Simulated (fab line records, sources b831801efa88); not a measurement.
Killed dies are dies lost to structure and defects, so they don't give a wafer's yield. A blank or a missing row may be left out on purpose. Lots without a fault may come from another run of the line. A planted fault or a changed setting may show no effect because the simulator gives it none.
fab line records | flow sky130
record lots=14 wafers=42 last_day=50
route steps=708 shown NWELL@34 PWDE@52 LDD_P@264
lots that met no fault: from a run of the same line without faults
start_h: hours from the record's first day to the start of the lot's first wafer shown | wait_h: hours since the lot's step before | " the same as in the row above | L1.1+2: a row that stands for several wafers | - no value, or no start given | * or withheld: withheld | < > ~ a bound
route shown NAME@n: a module of which the file shows steps, and the number in the route of the first | usual: mean/standard deviation of fault-free wafers | same: alike in all rows | chamber/n: place in a boat | sites: the reading at each site | _std_site: their standard deviation | _edge_site: outer sites' mean less inner sites' | radius_mm: how far each site lies from the wafer's centre | mask NAME#n: copy n | behind: the tool/chamber that last shaped the wafer | hold: why the lot was held/for how many hours/how that ended | device: the transistor (n, p or np) that didn't switch | end of line: the same wafers' tests at the end of the route | a step without rows: its recipe alone | killed: dies lost to structure and defects at the first sort, not the wafer's yield | map: a wafer's dies, x killed, . not, _ none there
set.NAME: the setting as run; set.NAME@STEP: as run at that earlier step | model.NAME: the simulator's own value behind a step, which no gauge read
steps of the route over a sample of lots; a table a step, a row a wafer
services: from which hour (start_h, from the record's first day; less than 0 if before it) a tool's chamber was out of use, for how many hours, and why
## steps
# step SKY_NWELL_THK_MEAS_02
# recipe reads=SiO2_of_NWELL_OXIDATION_01
# usual NWELL_OXIDATION_THK=9.99/0.17
# columns lot.wafer tool chamber start_h wait_h NWELL_OXIDATION_THK[nm]
L606.1 film_metro-02 - 48.92 0.0 10.26
L606.2 " - " " 10.13
L606.3 " - " " 10.20
L607.2 film_metro-04 - 53.17 0.0 10.28
L607.3 " - " " 10.23
L607.6 " - " " 9.98
L609.1 film_metro-01 - 63.03 0.0 10.16
L609.2 " - " " 10.21
L609.4 " - " " 9.93
L610.3 film_metro-04 - 66.48 0.0 10.07
L610.4 " - " " 10.12
L610.5 " - " " 10.13
L612.2 film_metro-01 - 79.62 0.0 10.18
L612.5 " - " " 10.07
L612.6 " - " " 10.23
L613.3 film_metro-04 - 85.96 0.0 10.14
L613.4 " - " " 10.14
L613.6 " - " " 10.16
L614.3 film_metro-02 - 91.89 0.0 10.00
L614.5 " - " " 10.09
L614.6 " - " " 9.93
L615.3 film_metro-01 - 94.65 0.0 9.87
L615.4 " - " " 9.72
L615.5 " - " " 9.86
L616.4 film_metro-01 - 97.46 0.0 9.79
L616.5 " - " " 9.79
L616.6 " - " " 9.86
L617.3 film_metro-04 - 103.22 0.0 10.16
L617.5 " - " " 10.05
L617.6 " - " " 10.16
L621.1 film_metro-02 - 123.80 0.0 9.78
L621.5 " - " " 9.91
L621.6 " - " " 9.98
L625.3 film_metro-01 - 146.84 0.0 9.99
L625.4 " - " " 9.69
L625.6 " - " " 9.89
L626.2 film_metro-04 - 156.36 0.0 10.21
L626.3 " - " " 9.96
L626.5 " - " " 10.07
L627.1 film_metro-04 - 159.23 0.0 10.07
L627.2 " - " " 9.87
L627.3 " - " " 9.99
# step SKY_PWDE_OVL_MEAS_07
# usual PWDE_OVL=0.7/1.5
# columns lot.wafer tool chamber start_h wait_h PWDE_OVL[nm]
L606.1 overlay-02 - 82.84 - 0.9
L606.2 " - " " 1.6
L606.3 " - " " 0.5
L607.2 overlay-01 - 86.69 - -3.3
L607.3 " - " " -3.4
L607.6 " - " " -3.6
L609.1 overlay-02 - 96.19 - 3.6
L609.2 " - " " 3.6
L609.4 " - " " 4.2
L610.3 overlay-02 - 101.15 - -0.5
L610.4 " - " " 0.3
L610.5 " - " " -1.3
L612.2 overlay-01 - 115.04 - -0.3
L612.5 " - " " 0.5
L612.6 " - " " -0.8
L613.3 overlay-01 - 122.55 - 1.0
L613.4 " - " " 2.6
L613.6 " - " " 1.6
L614.3 overlay-01 - 128.16 - 1.9
L614.5 " - " " 1.7
L614.6 " - " " 3.7
L615.3 overlay-01 - 130.95 - -0.2
L615.4 " - " " 0.9
L615.5 " - " " -1.5
L616.4 overlay-01 - 135.30 - 3.4
L616.5 " - " " 0.7
L616.6 " - " " 2.7
L617.3 overlay-02 - 140.90 - 1.9
L617.5 " - " " -0.1
L617.6 " - " " 0.7
L621.1 overlay-01 - 163.29 - 0.2
L621.5 " - " " 1.8
L621.6 " - " " 0.6
L625.3 overlay-01 - 187.14 - -0.4
L625.4 " - " " 0.1
L625.6 " - " " -1.8
L626.2 overlay-01 - 197.75 - 0.5
L626.3 " - " " 1.0
L626.5 " - " " 0.7
L627.1 overlay-02 - 201.18 - -0.4
L627.2 " - " " 1.4
L627.3 " - " " 1.2
# step SKY_LDD_P_IMPLANT_09
# recipe species=BF2 energy_kev=25 dose_cm2=1e+13 tilt_deg=withheld
# usual beam_energy_keV=25.000/0.0072 beam_on_s=10.00/0.21 faraday_current_uA=56.4/1.1
# columns lot.wafer tool chamber start_h wait_h beam_energy_keV beam_on_s faraday_current_uA
L606.1 implanter-01 0 455.29 0.0 25.001 10.18 55.6
L606.2 " 0 " " 25.000 9.83 57.5
L606.3 " 0 " " 25.000 10.32 54.9
L607.2 implanter-04 0 464.56 0.0 25.002 10.07 56.1
L607.3 " 0 " " 24.995 10.06 56.1
L607.6 " 0 " " 25.012 10.33 54.7
L609.1 implanter-04 0 476.44 0.0 24.990 10.08 56.1
L609.2 " 0 " " 24.998 9.84 57.3
L609.4 " 0 " " 24.996 10.07 56.0
L610.3 implanter-01 0 484.98 0.1 25.007 10.06 56.1
L610.4 " 0 " " 25.005 10.25 54.9
L610.5 " 0 " " 25.018 9.65 58.7
L612.2 implanter-02 0 517.02 0.0 25.001 10.22 55.2
L612.5 " 0 " " 24.997 10.16 55.4
L612.6 " 0 " " 25.011 9.90 57.0
L613.3 implanter-02 0 520.64 0.1 24.991 9.71 58.1
L613.4 " 0 " " 24.996 10.34 54.5
L613.6 " 0 " " 24.988 9.73 57.7
L615.3 implanter-04 0 529.19 0.1 24.999 9.82 57.7
L615.4 " 0 " " 25.005 9.91 57.0
L615.5 " 0 " " 25.002 9.80 57.5
L614.3 implanter-04 0 531.94 0.1 24.990 9.82 57.5
L614.5 " 0 " " 24.996 9.81 57.4
L614.6 " 0 " " 24.989 10.23 55.0
L616.4 implanter-04 0 538.47 0.1 25.011 8.23 68.2
L616.5 " 0 " " 25.011 7.80 72.2
L616.6 " 0 " " 24.999 7.95 71.2
L617.3 implanter-04 0 546.04 0.1 24.993 7.93 71.2
L617.5 " 0 " " 24.993 7.99 70.6
L617.6 " 0 " " 24.994 7.96 70.9
L621.1 implanter-02 0 582.08 0.0 25.003 10.01 56.2
L621.5 " 0 " " 25.011 10.25 54.9
L621.6 " 0 " " 25.004 9.90 57.0
L625.3 implanter-04 0 613.19 0.1 25.000 9.53 59.0
L625.4 " 0 " " 24.994 10.12 55.5
L625.6 " 0 " " 24.988 10.05 56.2
L626.2 implanter-01 0 628.42 0.0 24.993 9.98 56.4
L626.3 " 0 " " 25.002 9.80 57.4
L626.5 " 0 " " 24.994 10.13 55.8
L627.1 implanter-01 0 633.44 0.0 24.978 9.93 56.7
L627.2 " 0 " " 25.008 10.24 55.2
L627.3 " 0 " " 24.997 9.98 56.0
# step SKY_LDD_P_TW_MEAS_11
# usual LDD_P_TW=639/4.8
# columns lot.wafer tool chamber start_h wait_h hold LDD_P_TW
L606.1 film_metro-02 - 455.54 0.1 - 634
L606.2 " - " " - 636
L606.3 " - " " - 638
L607.2 film_metro-04 - 464.80 0.1 - 639
L607.3 " - " " - 635
L607.6 " - " " - 637
L609.1 film_metro-04 - 476.69 0.1 - 639
L609.2 " - " " - 642
L609.4 " - " " - 638
L610.3 film_metro-04 - 485.20 0.1 - 644
L610.4 " - " " - 642
L610.5 " - " " - 643
L612.2 film_metro-04 - 517.25 0.1 - 644
L612.5 " - " " - 646
L612.6 " - " " - 646
L613.3 film_metro-04 - 520.86 0.1 - 646
L613.4 " - " " - 649
L613.6 " - " " - 646
L615.3 film_metro-01 - 529.41 0.1 - 637
L615.4 " - " " - 641
L615.5 " - " " - 640
L614.3 film_metro-01 - 532.16 0.1 - 638
L614.5 " - " " - 640
L614.6 " - " " - 640
L616.4 film_metro-04 - 538.67 0.1 await_dispo/0.2h/release 595
L616.5 " - " " await_dispo/0.2h/release 595
L616.6 " - " " await_dispo/0.2h/release 591
L616.4 film_metro-04 - 538.90 0.2 - 597
L616.5 " - " " - 591
L616.6 " - " " - 589
L617.3 film_metro-02 - 546.26 0.1 await_dispo/0.2h/release 585
L617.5 " - " " await_dispo/0.2h/release 584
L617.6 " - " " await_dispo/0.2h/release 582
L617.3 film_metro-02 - 546.49 0.2 - 585
L617.5 " - " " - 583
L617.6 " - " " - 580
L621.1 film_metro-01 - 582.33 0.1 - 638
L621.5 " - " " - 637
L621.6 " - " " - 636
L625.3 film_metro-04 - 613.41 0.1 - 646
L625.4 " - " " - 647
L625.6 " - " " - 644
L626.2 film_metro-01 - 628.65 0.1 - 638
L626.3 " - " " - 637
L626.5 " - " " - 635
L627.1 film_metro-01 - 633.69 0.1 - 638
L627.2 " - " " - 638
L627.3 " - " " - 636
## services
# columns tool chamber start_h hours kind
implanter-01 - 443.61 3.8 repair
implanter-01 - 485.16 9.9 pm
implanter-01 - 622.01 5.2 repair
implanter-04 - 627.07 92.0 pm
## key
first_sign step=SKY_LDD_P_IMPLANT_09 reading=faraday_current_uA direction=up sigmas=13 usual=56.4 struck=70.7
effect step=SKY_LDD_P_IMPLANT_09 reading=beam_on_s direction=down sigmas=9.8 usual=10.00 struck=7.98
effect step=SKY_LDD_P_TW_MEAS_11 reading=visit direction=added
effect step=SKY_LDD_P_TW_MEAS_11 reading=LDD_P_TW direction=down sigmas=11 usual=639 struck=589
met_at SKY_LDD_P_IMPLANT_09
struck_lots L616,L617
tester_left_out L616,L617
not_acting_at SKY_NWELL_THK_MEAS_02,SKY_PWDE_OVL_MEAS_07
onset_between 531.94 538.47
fault kind=process_parameter_drift tool=implanter-04 chamber=- onset_h=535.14 steps=SKY_LDD_P_IMPLANT_09 channel=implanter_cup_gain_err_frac offset=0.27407 shape=step end_h=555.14
# tester_left_out: of these lots the tester's yield and bins aren't shown, on N5 and GAA mostly nor the transistor test; their killed dies are dies lost to structure and defects alone, not to doping, threshold or leakage, so they don't give the yield
